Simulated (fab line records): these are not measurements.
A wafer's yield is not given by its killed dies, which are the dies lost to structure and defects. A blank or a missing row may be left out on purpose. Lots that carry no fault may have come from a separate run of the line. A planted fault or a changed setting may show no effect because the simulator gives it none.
A single fault, viewed from 2 desks | flow gf180mcu | each desk holds nothing but its own numbers, with what lay behind them at the end

AT THE TOOL OWNER'S DESK: pvdSputter-01
The tool's own readings at GF_M3_SPUTTER_04 (material TiN, target thk 50 nm, time 41.7 s): means of the sampled wafers that have a number, for each lot that ran on this tool. Any lot whose mean is over 4 standard deviations away from the usual mean is out of limits and marked OUT; that distance is given in the brackets.
Columns: A = cathodeDcPowerW at GF_M3_SPUTTER_04, usual 6500.0 W; B = throttleValvePct at GF_M3_SPUTTER_04, usual 30.2 %
lot  | first seen here | A      | B
L487 | day 20 17:26    | 6500.1 | 30.5
L491 | day 22 06:24    | 6499.8 | 30.7
L499 | day 24 20:41    | 6500.4 | 29.9
L500 | day 25 06:43    | 6499.2 | 31.1
L502 | day 25 16:38    | 6500.3 | 30.8
L505 | day 26 23:19    | 6500.7 | 31.1
L507 | day 27 12:55    | 6499.4 | 30.5
This desk's finding: nothing out of limits on any of the 7 lots.

THE METROLOGY DESK
What the gauges read, lot by lot, whatever tool the lot ran on: means of the sampled wafers that have a number. Any lot whose mean is over 4 standard deviations away from the usual mean is out of limits and marked OUT; that distance is given in the brackets.
Columns: A = V1_OVL at GF_V1_OVL_MEAS_15, usual 4 nm; B = V4_CVD_00_THK at GF_V4_THK_MEAS_01, usual 598 nm
lot  | first seen here | A  | B
L486 | day 18 02:17    | 4  | 599
L487 | day 18 12:13    | 10 | 611
L491 | day 20 01:55    | 1  | 600
L494 | day 21 04:56    | -0 | 592
L499 | day 22 19:58    | 3  | 600
L500 | day 23 03:29    | 5  | 597
L502 | day 23 16:48    | -1 | 605
L503 | day 24 05:55    | -1 | 598
L505 | day 24 23:28    | 6  | 604
L506 | day 25 10:40    | 4  | 597
L507 | day 25 14:07    | -2 | 605
L508 | day 26 01:20    | -1 | 593
L509 | day 26 10:55    | 5  | 593
This desk's finding: nothing out of limits on any of the 13 lots.

ALL TOGETHER
Nothing out of limits was seen by the tool owner's desk.
At the metrology desk, nothing out of limits was observed.

WHAT THE SIMULATOR PUT IN
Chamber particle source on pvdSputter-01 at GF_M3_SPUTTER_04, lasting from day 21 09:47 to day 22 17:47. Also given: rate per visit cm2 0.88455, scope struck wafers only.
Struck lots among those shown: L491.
